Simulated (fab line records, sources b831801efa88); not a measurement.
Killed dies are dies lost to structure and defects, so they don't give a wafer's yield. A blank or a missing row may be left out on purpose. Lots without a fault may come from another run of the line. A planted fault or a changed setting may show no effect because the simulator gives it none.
Chamber matching | flow gf180mcu | GF_V5_ETCH_16 on rie_diel-01: 4 sister chambers
The step etches BARC in N2/H2. 14 wafers are shown with their chamber, then 7 later ones without.

WAFERS WITH THEIR CHAMBER
wafer  | chamber | rf_fwd_power_W (W) | throttle_valve_pct (%) | oes_product_au (a.u.)
L910.3 | 0       | 494.4              | 13.240                 | 0.854
L910.5 | 3       | 498.8              | 13.222                 | 0.857
L910.6 | 2       | 492.5              | 13.226                 | 0.854
L913.2 | 3       | 496.7              | 13.221                 | 0.846
L913.3 | 0       | 492.9              | 13.228                 | 0.862
L913.4 | 2       | 495.6              | 13.217                 | 0.856
L916.2 | 3       | 499.8              | 13.226                 | 0.857
L916.3 | 0       | 494.8              | 13.236                 | 0.854
L916.4 | 1       | 494.1              | 13.237                 | 0.858
L918.3 | 1       | 495.8              | 13.220                 | 0.845
L918.4 | 3       | 496.0              | 13.230                 | 0.850
L918.6 | 1       | 496.3              | 13.231                 | 0.852
L928.2 | 1       | 493.5              | 13.219                 | 0.850
L928.4 | 2       | 493.0              | 13.221                 | 0.857

SIGNATURES (means of the wafers above)
reading            | chamber 0 | chamber 1 | chamber 2 | chamber 3 | scatter within a chamber
rf_fwd_power_W     | 494.033   | 494.925   | 493.700   | 497.825   | 1.5
throttle_valve_pct | 13.23467  | 13.22675  | 13.22133  | 13.22475  | 0.00628
oes_product_au     | 0.85667   | 0.85125   | 0.85567   | 0.85250   | 0.00472
Rule: a wafer's distance from a chamber is the root of the sum, over the readings, of the square of ((its reading less the chamber's mean) divided by the reading's scatter). The wafer belongs to the nearest chamber; if the next one is less than 2 further off, it can't be placed. The scatter: the root of (the sum of the squares of (reading less its chamber's mean) over the shown wafers, divided by (wafers less chambers)).

WAFERS WITHOUT THEIR CHAMBER
wafer  | rf_fwd_power_W (W) | throttle_valve_pct (%) | oes_product_au (a.u.)
L928.5 | 494.0              | 13.232                 | 0.847
L931.1 | 494.8              | 13.227                 | 0.855
L931.4 | 495.8              | 13.227                 | 0.863
L931.5 | 493.9              | 13.233                 | 0.860
L933.1 | 493.9              | 13.220                 | 0.851
L933.5 | 495.9              | 13.222                 | 0.853
L933.6 | 494.7              | 13.223                 | 0.849

WHICH CHAMBER EACH WENT THROUGH
wafer  | from the rows above               | in truth
L928.5 | can't be placed: 1 or 0 or 2 or 3 | 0
L931.1 | can't be placed: 1 or 2 or 0 or 3 | 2
L931.4 | can't be placed: 0 or 2 or 1 or 3 | 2
L931.5 | can't be placed: 0 or 2 or 1      | 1
L933.1 | can't be placed: 2 or 1 or 0 or 3 | 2
L933.5 | can't be placed: 1 or 3 or 2 or 0 | 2
L933.6 | can't be placed: 1 or 2 or 3 or 0 | 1
Placed correctly: 0 of 7. Can't be placed from these rows: 7 (the true chamber is among the candidates in 7). Placed wrongly: 0.
